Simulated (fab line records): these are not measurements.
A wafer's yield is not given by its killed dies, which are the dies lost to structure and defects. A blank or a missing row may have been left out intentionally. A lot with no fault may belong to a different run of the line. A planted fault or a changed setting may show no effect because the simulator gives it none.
Chamber matching / flow sky130 / 4 sister chambers for SKY_VIA4_ETCH_12 on rieDiel-02
The step etches SiO2 in C4F8/O2/Ar, stops on TiN, target depth 580 nm. 16 wafers are shown with their chamber, then 8 later ones without.

WAFERS PAIRED WITH THEIR CHAMBERS
wafer=L079.1; chamber=3; oesProductAu (a.u.)=0.928
wafer=L079.3; chamber=1; oesProductAu (a.u.)=0.925
wafer=L079.4; chamber=2; oesProductAu (a.u.)=0.925
wafer=L081.3; chamber=0; oesProductAu (a.u.)=0.937
wafer=L081.5; chamber=2; oesProductAu (a.u.)=0.925
wafer=L081.6; chamber=3; oesProductAu (a.u.)=0.928
wafer=L084.1; chamber=0; oesProductAu (a.u.)=0.925
wafer=L084.2; chamber=1; oesProductAu (a.u.)=0.923
wafer=L084.3; chamber=3; oesProductAu (a.u.)=0.931
wafer=L084.4; chamber=2; oesProductAu (a.u.)=0.919
wafer=L084.5; chamber=1; oesProductAu (a.u.)=0.925
wafer=L084.6; chamber=0; oesProductAu (a.u.)=0.919
wafer=L089.4; chamber=2; oesProductAu (a.u.)=0.931
wafer=L089.5; chamber=2; oesProductAu (a.u.)=0.932
wafer=L089.6; chamber=1; oesProductAu (a.u.)=0.924
wafer=L090.1; chamber=1; oesProductAu (a.u.)=0.925

SIGNATURES, as means of the wafers listed above
reading=oesProductAu; chamber 0=0.92700; chamber 1=0.92440; chamber 2=0.92640; chamber 3=0.92900; scatter within a chamber=0.0049
Rule: a wafer's distance from a chamber is the root of the sum, over the readings, of the square of ((its reading less the chamber's mean) divided by the reading's scatter). If the next closest chamber is less than 2 further off than the closest, the wafer can't be placed; otherwise it belongs to the closest. The scatter: the root of (the sum of the squares of (reading less its chamber's mean) over the shown wafers, divided by (wafers less chambers)).

WAFERS WITH NO CHAMBER GIVEN
wafer=L090.3; oesProductAu (a.u.)=0.934
wafer=L090.6; oesProductAu (a.u.)=0.925
wafer=L092.1; oesProductAu (a.u.)=0.931
wafer=L092.2; oesProductAu (a.u.)=0.929
wafer=L092.6; oesProductAu (a.u.)=0.921
wafer=L096.2; oesProductAu (a.u.)=0.922
wafer=L096.3; oesProductAu (a.u.)=0.923
wafer=L096.4; oesProductAu (a.u.)=0.925

CHAMBER TAKEN BY EACH
wafer=L090.3; from the rows above=can't be placed: 3 or 0 or 2 or 1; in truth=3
wafer=L090.6; from the rows above=can't be placed: 1 or 2 or 0 or 3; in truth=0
wafer=L092.1; from the rows above=can't be placed: 3 or 0 or 2 or 1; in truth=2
wafer=L092.2; from the rows above=can't be placed: 3 or 0 or 2 or 1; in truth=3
wafer=L092.6; from the rows above=can't be placed: 1 or 2 or 0 or 3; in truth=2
wafer=L096.2; from the rows above=can't be placed: 1 or 2 or 0 or 3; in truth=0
wafer=L096.3; from the rows above=can't be placed: 1 or 2 or 0 or 3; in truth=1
wafer=L096.4; from the rows above=can't be placed: 1 or 2 or 0 or 3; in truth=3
Correctly placed: 0 of 8. Cannot be placed on the basis of these rows: 8; the candidates contain the true chamber in 8. 0 placed wrongly.
